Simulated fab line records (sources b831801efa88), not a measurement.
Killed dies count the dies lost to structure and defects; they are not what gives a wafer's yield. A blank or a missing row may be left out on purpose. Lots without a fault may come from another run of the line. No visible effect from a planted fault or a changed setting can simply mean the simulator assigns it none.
Matching of chambers ; flow gf180mcu ; GF_STI_CMP_25 on cmp-02: 4 sister chambers
The step polishes, stops on Si3N4, t overpolish 33 s, target thk 524.6 nm. 8 wafers are shown with their chamber, then 8 later ones without.

== WAFERS WITH THEIR CHAMBER ==
wafer;chamber;motorCurrentA (A);overpolishRunS (s)
L901.6;0;11.4;32.990
L904.1;3;11.1;33.013
L905.3;2;10.6;32.991
L905.5;2;10.3;32.984
L905.6;3;10.6;33.025
L910.2;0;11.9;32.983
L910.6;1;14.9;32.995
L911.1;1;15.9;33.002

== WAFERS WHOSE CHAMBER IS MISSING ==
wafer;motorCurrentA (A);overpolishRunS (s)
L911.3;11.4;33.004
L911.6;12.2;32.987
L916.2;11.7;33.009
L916.4;11.1;32.997
L916.5;10.5;32.998
L917.1;15.8;33.005
L917.4;12.0;32.992
L917.5;15.0;32.998

== CHAMBER TAKEN BY EACH ==
wafer;from the rows above;in truth
L911.3;can't be placed: 3 or 0 or 2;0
L911.6;0;0
L916.2;can't be placed: 3 or 0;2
L916.4;can't be placed: 0 or 2 or 3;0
L916.5;can't be placed: 2 or 0 or 3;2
L917.1;1;1
L917.4;0;0
L917.5;1;1
Placed correctly: 4 of 8. Cannot be placed on the basis of these rows: 4; the candidates contain the true chamber in 3. Number placed wrongly: 0.
How it was worked out, from the rows above alone: a wafer's distance from a chamber is the root of the sum, over the readings, of the square of ((its reading less the chamber's mean) divided by the reading's scatter). The wafer belongs to the nearest chamber; if the next one is less than 2 further off, it can't be placed. A chamber's mean is the mean of its shown wafers. The scatter is the square root of a quotient: the sum, over the shown wafers, of each reading's squared deviation from its chamber's mean, divided by wafers minus chambers.
